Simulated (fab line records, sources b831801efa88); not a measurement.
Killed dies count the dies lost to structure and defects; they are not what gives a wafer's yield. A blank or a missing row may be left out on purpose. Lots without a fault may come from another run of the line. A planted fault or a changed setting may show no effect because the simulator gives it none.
What tool caused it? | flow sky130 | 12 lots, 36 wafers sampled, at 2 steps of a route of 708

## WHAT EACH GAUGE READ, for each wafer
SKY_VIA1_OVL_MEAS_13.
lot  | measured     | on         | VIA1_OVL (nm)
L075 | day 34 08:05 | overlay-02 | 4 -1 0
L077 | day 34 22:32 | overlay-02 | 1 1 -2
L079 | day 35 12:55 | overlay-01 | -3 -5 -6
L081 | day 36 05:02 | overlay-02 | 2 2 -9
L083 | day 37 03:31 | overlay-02 | -3 1 5
L085 | day 37 13:53 | overlay-02 | 4 1 5
L087 | day 39 03:02 | overlay-02 | 7 3 7
L089 | day 39 04:20 | overlay-02 | -3 2 5
L091 | day 39 05:02 | overlay-01 | -1 -2 -10
L093 | day 39 11:02 | overlay-01 | 3 1 2
L095 | day 40 08:32 | overlay-02 | 7 5 7
L097 | day 40 19:41 | overlay-01 | -4 0 -1

## WHICH TOOL RAN EACH LOT (tool, then ch and the chambers of the sampled wafers, then the start)
lot  | SKY_METAL1_METAL_ETCH_19
L075 | rieMetal-02 ch 0,1, day 33 04:19
L077 | rieMetal-01 ch 0,1, day 33 19:19
L079 | rieMetal-02 ch 0,1, day 34 09:18
L081 | rieMetal-01 ch 1, day 35 01:11
L083 | rieMetal-01 ch 0,1, day 35 23:17
L085 | rieMetal-01 ch 0, day 36 10:29
L087 | rieMetal-02 ch 0,1, day 38 00:22
L089 | rieMetal-03 ch 0,1, day 38 01:43
L091 | rieMetal-01 ch 1, day 38 03:16
L093 | rieMetal-03 ch 0,1, day 38 08:37
L095 | rieMetal-03 ch 0,1, day 39 06:07
L097 | rieMetal-01 ch 0,1, day 39 18:13
- SKY_METAL1_METAL_ETCH_19: etches the open film in Cl2/BCl3, stops on SiO2, target depth 360 nm, time 78 s.

## THE ANSWER, worked out from the rows above alone
Rule: the lots themselves supply what counts as usual. The widest of any qualifying gaps counts: lots, ordered by their means at a reading, are off when they make up no more than a third of the lots, leave a main group of 4 or more, and stand apart from it by 3 or more times the standard deviation of that group's means. Not used: any main group whose means are identical at the precision the tables above print for the reading. Also off: a lot with no number at a reading for which 4 or more lots have one. Any other lot the step has rows for is counted as sound.
None of the lots is off at any reading shown; this tells nothing.

## WHAT WAS PUT IN BY THE SIMULATOR
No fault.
